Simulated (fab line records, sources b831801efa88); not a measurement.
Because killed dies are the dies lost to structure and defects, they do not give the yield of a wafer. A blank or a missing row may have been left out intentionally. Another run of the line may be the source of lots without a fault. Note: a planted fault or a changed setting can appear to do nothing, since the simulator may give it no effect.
fab line records ; flow sfqLine
[record] lots = 5; wafers = 15; lastDay = 88
route steps=325 shown M4@162 I4@163
lots untouched by any fault: they come from a run of this same line in which no faults occurred
startH: hours from the record's opening day to when the first of the lot's shown wafers began ; waitH: hours from the lot's prior step to this one ; " the same as in the row above ; L1.1+2: one row covering several wafers at once ; - either no value or no given start ; * or withheld: withheld ; < > ~ a bound
route shown NAME@n: a module of which the file shows steps, and the number in the route of the first ; usual: the fault-free wafers' mean and standard deviation ; same: alike in all rows ; chamber/n: place in a boat ; sites: each site's reading ; _std_site: the values' standard deviation ; _edge_site: mean of outer sites minus mean of inner sites ; radiusMm: for every site, how far away it sits from the centre of the wafer ; mask NAME#n: copy n ; behind: the tool/chamber that last shaped the wafer ; hold: what put the lot on hold/how long, in hours/how the hold closed ; device: which transistor (n, p or np) failed to switch ; end of line: the route-end tests of the same wafers ; for a step that has no rows: nothing shown but its recipe ; killed: not the wafer's yield, but the dies lost to structure and defects at the first sort ; map: a wafer's dies, x killed, . not, _ none there
set.NAME: setting as actually run; set.NAME@STEP: the setting as run at that earlier step ; model.NAME: the simulator's own value behind a step, which no gauge read
certain route steps with their lots: each step a table, each wafer a row
services: a tool's chamber out of use, with start hour (startH, from the record's first day; less than 0 if before it), hours out, and reason
[[steps]]
[step SFQ_TRILAYER_M4_STRIP_SOLV_CLEAN_098]
[recipe] chemistry = NMP; tempC = 70; timeS = 600
[step SFQ_TRILAYER_I4_DEP_PECVD_099]
[recipe] material = SiO2; tempC = 150; timeS = 111.11; pressureTorr = 2.4; rfW = 183.3; precursor = SiH4/N2O; targetThkNm = 500
[usual] heaterPowerW = 88/15; throttleValvePct = 24.4/1.3
lot.wafer;tool;chamber;startH;waitH;heaterPowerW;sinceWetCleanH;throttleValvePct
L368.2;pecvd-04;0;863.78;0.0;87;1409;26.3
L368.3;pecvd-04;1;863.78;0.0;95;1409;25.2
L368.5;pecvd-04;0;863.78;0.0;89;-;26.1
L370.1;pecvd-02;2;865.22;0.0;86;287;24.7
L370.2;pecvd-02;1;865.22;0.0;93;287;23.7
L370.5;pecvd-02;1;865.22;0.0;99;-;23.6
L379.3;pecvd-02;2;1127.28;0.0;90;550;25.2
L379.5;pecvd-02;2;1127.28;0.0;92;-;25.4
L379.6;pecvd-02;0;1127.28;0.0;87;-;26.3
L383.2;pecvd-02;2;1170.40;0.0;79;593;25.5
L383.3;pecvd-02;0;1170.40;0.0;77;593;26.6
L383.6;pecvd-02;1;1170.40;0.0;96;-;24.3
L387.2;pecvd-02;1;1194.53;0.0;100;617;24.4
L387.4;pecvd-02;0;1194.53;0.0;87;-;26.5
L387.5;pecvd-02;1;1194.53;0.0;102;-;24.7
[step SFQ_TRILAYER_I4_CMP_CMP_100]
[recipe] material = SiO2; downForcePsi = 3; platenRpm = 60; padVelocityMS = 0.94248
[usual] headPressurePsi = 3.001/0.0071; motorCurrentA = 10.2/0.79; timeToEndpointS = 217/6.8
lot.wafer;tool;chamber;startH;waitH;headPressurePsi;motorCurrentA;timeToEndpointS
L368.3;cmp-02;0;870.50;6.7;2.988;9.8;225
L368.2;cmp-02;3;872.00;8.2;3.005;11.6;216
L368.5;cmp-02;1;873.00;9.1;3.001;9.9;220
L370.2;cmp-02;2;874.00;8.7;2.995;9.1;216
L370.1;cmp-02;0;875.00;9.7;2.982;10.0;219
L370.5;cmp-02;1;875.00;9.7;2.984;9.9;221
L379.3;cmp-02;2;1149.58;22.3;2.993;9.5;215
L379.6;cmp-02;3;1149.58;22.3;3.001;11.3;223
L379.5;cmp-02;0;1149.58;22.3;3.002;9.6;223
L383.2;cmp-01;2;1192.77;22.3;3.007;10.5;203
L383.3;cmp-01;1;1194.27;23.8;2.990;10.6;215
L383.6;cmp-01;2;1194.27;23.8;3.005;10.8;215
L387.2;cmp-02;1;1216.69;22.1;3.002;10.1;222
L387.4;cmp-02;0;1218.19;23.6;2.989;9.0;219
L387.5;cmp-02;1;1218.19;23.6;2.999;9.2;224
[step SFQ_I4_BOW_MEAS_927]
[recipe] mode = bow
[usual] I4_BOW = 3/7
lot.wafer;tool;chamber;startH;waitH;I4_BOW[um]
L368.2;filmMetro-02;-;873.52;1.0;3
L368.3;filmMetro-02;-;873.52;1.0;8
L368.5;filmMetro-02;-;873.52;1.0;-9
L370.1;filmMetro-02;-;876.50;1.0;-4
L370.2;filmMetro-02;-;876.50;1.0;1
L370.5;filmMetro-02;-;876.50;1.0;-8
L379.3;filmMetro-02;-;1151.12;1.0;-2
L379.5;filmMetro-02;-;1151.12;1.0;3
L379.6;filmMetro-02;-;1151.12;1.0;2
L383.2;filmMetro-02;-;1195.79;2.5;3
L383.3;filmMetro-02;-;1195.79;2.5;-3
L383.6;filmMetro-02;-;1195.79;2.5;3
L387.2;filmMetro-02;-;1219.71;2.5;7
L387.4;filmMetro-02;-;1219.71;2.5;-6
L387.5;filmMetro-02;-;1219.71;2.5;9
[step SFQ_TRILAYER_I4_METRO_MEASURE_101]
[usual] thkNm = 200.2/1.1
lot.wafer;tool;chamber;startH;waitH;thkNm
L368.2;filmMetro-02;-;873.82;0.3;200.9
L368.3;filmMetro-02;-;873.82;0.3;199.1
L368.5;filmMetro-02;-;873.82;0.3;201.2
L370.1;filmMetro-02;-;876.62;0.1;201.0
L370.2;filmMetro-02;-;876.62;0.1;201.7
L370.5;filmMetro-02;-;876.62;0.1;199.7
L379.3;filmMetro-02;-;1151.60;0.5;199.7
L379.5;filmMetro-02;-;1151.60;0.5;202.0
L379.6;filmMetro-02;-;1151.60;0.5;200.8
L383.2;filmMetro-02;-;1196.09;0.3;198.6
L383.3;filmMetro-02;-;1196.09;0.3;200.2
L383.6;filmMetro-02;-;1196.09;0.3;199.2
L387.2;filmMetro-02;-;1220.01;0.3;199.2
L387.4;filmMetro-02;-;1220.01;0.3;200.0
L387.5;filmMetro-02;-;1220.01;0.3;199.4
[step SFQ_TRILAYER_I4_VIA_LITHO_COAT_108]
[recipe] resist = BARC; spinRpm = 3000; resistThkNm = 62
[step SFQ_TRILAYER_I4_VIA_LITHO_COAT_103]
[recipe] resist = KrF; spinRpm = 3000; resistThkNm = 650
[step SFQ_TRILAYER_I4_VIA_LITHO_SOFTBAKE_107]
[recipe] tempC = withheld; timeS = withheld; resist = KrF
[step SFQ_TRILAYER_I4_VIA_LITHO_EXPOSE_104]
[recipe] maskId = I4; na = 0.6; sourceShape = conventional; sigmaOuter = 0.65; targetCdNm = 700; doseMj = 21.3
[step SFQ_TRILAYER_I4_VIA_LITHO_PEB_106]
[recipe] pebTempC = 115; pebTimeS = 60; resist = KrF
[step SFQ_TRILAYER_I4_VIA_LITHO_DEVELOP_105]
[recipe] timeS = 60; resist = KrF
[step SFQ_I4_OVL_MEAS_928]
[usual] I4_OVL = 1/5.9
lot.wafer;tool;chamber;startH;waitH;I4_OVL[nm]
L368.2;overlay-01;-;1018.39;0.1;-2
L368.3;overlay-01;-;1018.39;0.1;5
L368.5;overlay-01;-;1018.39;0.1;1
L370.1;overlay-02;-;1020.78;0.1;10
L370.2;overlay-02;-;1020.78;0.1;4
L370.5;overlay-02;-;1020.78;0.1;5
L379.3;overlay-01;-;1279.73;0.1;4
L379.5;overlay-01;-;1279.73;0.1;0
L379.6;overlay-01;-;1279.73;0.1;-5
L383.2;overlay-02;-;1334.82;0.1;-3
L383.3;overlay-02;-;1334.82;0.1;-2
L383.6;overlay-02;-;1334.82;0.1;-3
L387.2;overlay-02;-;1360.01;0.1;-7
L387.4;overlay-02;-;1360.01;0.1;-1
L387.5;overlay-02;-;1360.01;0.1;15
[step SFQ_TRILAYER_I4_VIA_BARC_OPEN_VIA_ETCH_146]
[recipe] maskMaterial = PR; chemistry = O2; targetDepthNm = 125; target = BARC; sourceW = 500; biasW = 80; pressureMtorr = 30; timeS = 41.7
[usual] drypumpMotorCurrentA = 6.0/0.53; oesProductAu = 0.685/0.0049
lot.wafer;tool;chamber;startH;waitH;drypumpMotorCurrentA;oesProductAu;rfHoursCounterH;model.KrF_of_TRILAYER_I4_VIA_LITHO_COAT_103.thkNm
L368.2;rieDiel-03;0;1018.42;0.0;4.9;0.686;12;570.8
L368.3;rieDiel-03;2;1018.42;0.0;5.0;0.677;5;573.9
L368.5;rieDiel-03;3;1018.42;0.0;6.1;0.680;-;572.3
L370.1;rieDiel-02;2;1020.82;0.0;6.0;0.686;2;569.9
L370.2;rieDiel-02;3;1020.82;0.0;5.6;0.689;5;571.2
L370.5;rieDiel-02;2;1020.82;0.0;6.1;0.686;-;569.8
L379.3;rieDiel-03;0;1279.75;0.0;4.9;0.688;16;571
L379.5;rieDiel-03;1;1279.75;0.0;6.3;0.681;-;586.8
L379.6;rieDiel-03;0;1279.75;0.0;4.9;0.679;-;571.7
L383.2;rieDiel-04;1;1334.85;0.0;5.2;0.682;14;574.9
L383.3;rieDiel-04;0;1334.85;0.0;6.3;0.689;9;575
L383.6;rieDiel-04;1;1334.85;0.0;5.3;0.684;-;574.8
L387.2;rieDiel-04;0;1360.04;0.0;6.3;0.680;10;574.4
L387.4;rieDiel-04;1;1360.04;0.0;5.2;0.685;14;571.3
L387.5;rieDiel-04;3;1360.04;0.0;6.7;0.676;-;573.7
[step SFQ_TRILAYER_I4_VIA_ETCH_VIA_ETCH_106]
[recipe] target = SiO2; stopOn = Nb; maskMaterial = PR; taperDeg = 20; chemistry = CHF3; targetDepthNm = 260; sourceW = 500; biasW = 80; pressureMtorr = 30; timeS = withheld
[usual] drypumpMotorCurrentA = 6.0/0.52; oesProductAu = 0.855/0.0051
lot.wafer;tool;chamber;startH;waitH;drypumpMotorCurrentA;oesProductAu;model.KrF_of_TRILAYER_I4_VIA_LITHO_COAT_103.thkNm
L368.2;rieDiel-03;0;1018.46;0.0;4.9;0.864;526.2
L368.3;rieDiel-03;2;1018.46;0.0;5.0;0.852;529.6
L368.5;rieDiel-03;3;1018.46;0.0;6.1;0.854;526.9
L370.1;rieDiel-02;2;1020.86;0.0;6.0;0.855;524.4
L370.2;rieDiel-02;3;1020.86;0.0;5.6;0.858;526
L370.5;rieDiel-02;2;1020.86;0.0;6.1;0.855;524.8
L379.3;rieDiel-03;0;1279.79;0.0;4.9;0.853;526.2
L379.5;rieDiel-03;1;1279.79;0.0;6.3;0.862;542.8
L379.6;rieDiel-03;0;1279.79;0.0;4.9;0.862;527.1
L383.2;rieDiel-04;1;1334.89;0.0;5.2;0.855;529.8
L383.3;rieDiel-04;0;1334.89;0.0;6.3;0.861;530.6
L383.6;rieDiel-04;1;1334.89;0.0;5.2;0.850;529.7
L387.2;rieDiel-04;0;1360.08;0.0;6.3;0.852;530.2
L387.4;rieDiel-04;1;1360.08;0.0;5.2;0.853;525.5
L387.5;rieDiel-04;3;1360.08;0.0;6.7;0.851;529.5
[step SFQ_TRILAYER_I4_VIA_STRIP_STRIP_107]
[recipe] gas = O2; powerW = 200; platenTempC = 40; overashFraction = 0.65; chemistry = O2; pressureMtorr = 50
[usual] drypumpMotorCurrentA = 5.52/0.28; heBacksideLeakSccm = 3.53/0.23; oesProductAu = 1.001/0.0078
lot.wafer;tool;chamber;startH;waitH;drypumpMotorCurrentA;heBacksideLeakSccm;oesProductAu;rfHoursCounterH
L368.2;rieMetal-02;0;1018.57;-;5.21;3.63;0.997;30
L368.3;rieMetal-02;1;1018.57;-;5.83;3.20;1.000;-
L368.5;rieMetal-02;0;1018.57;-;5.22;3.86;0.993;-
L370.1;rieMetal-02;1;1020.97;-;5.82;3.33;0.995;16
L370.2;rieMetal-02;0;1020.97;-;5.23;3.55;1.005;30
L370.5;rieMetal-02;1;1020.97;-;5.83;3.37;1.006;-
L379.3;rieMetal-02;1;1280.10;-;5.82;3.32;0.999;-
L379.5;rieMetal-02;0;1280.10;-;5.20;3.78;0.999;-
L379.6;rieMetal-02;1;1280.10;-;5.83;3.33;0.997;-
L383.2;rieMetal-02;0;1335.01;-;5.18;3.87;0.996;74
L383.3;rieMetal-02;0;1335.01;-;5.22;3.80;1.006;-
L383.6;rieMetal-02;1;1335.01;-;5.81;3.33;1.004;-
L387.2;rieMetal-03;1;1360.20;-;5.79;3.37;1.010;46
L387.4;rieMetal-03;1;1360.20;-;5.79;3.44;1.013;-
L387.5;rieMetal-03;0;1360.20;-;5.20;3.34;1.002;-
[[services]]
tool;chamber;startH;hours;kind
rieDiel-04;-;859.38;28.1;pm
cmp-02;-;885.07;2.6;repair
filmMetro-02;-;885.25;0.2;pm
filmMetro-02;-;894.23;1.1;pm
rieDiel-04;-;897.45;0.4;repair
rieDiel-04;1;900.31;5.4;repair
rieDiel-03;-;910.79;14.6;pm
cmp-02;-;914.39;1.0;repair
rieMetal-02;0;937.10;4.1;repair
filmMetro-02;-;941.43;0.3;pm
pecvd-02;-;960.20;0.9;repair
filmMetro-02;-;963.17;1.2;pm
cmp-02;-;983.23;0.6;repair
filmMetro-02;-;998.84;5.9;repair
rieMetal-02;-;999.87;0.5;repair
pecvd-02;2;1032.40;7.3;repair
rieDiel-03;-;1033.76;2.5;repair
rieDiel-03;2;1041.28;2.4;repair
rieDiel-04;2;1045.09;3.6;repair
cmp-02;-;1045.52;4.3;pm
cmp-02;-;1057.68;0.5;repair
filmMetro-02;-;1130.25;0.7;pm
filmMetro-02;-;1139.23;0.1;pm
filmMetro-02;-;1186.43;0.2;pm
[[key]]
firstSign none at tools or gauges
[modelEffect] step = SFQ_TRILAYER_I4_VIA_BARC_OPEN_VIA_ETCH_146; value = KrF_of_TRILAYER_I4_VIA_LITHO_COAT_103.thkNm; without = 572.5; struck = 586.8
[modelEffect] step = SFQ_TRILAYER_I4_VIA_ETCH_VIA_ETCH_106; value = KrF_of_TRILAYER_I4_VIA_LITHO_COAT_103.thkNm; without = 528.6; struck = 542.8
metAt SFQ_TRILAYER_I4_VIA_BARC_OPEN_VIA_ETCH_146
struckWafers L379.5
[fault] kind = processParameterDrift; tool = rieDiel-03; chamber = 1; onsetH = 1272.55; steps = SFQ_TRILAYER_I4_VIA_BARC_OPEN_VIA_ETCH_146; channel = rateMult; offset = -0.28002; shape = step; endH = 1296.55
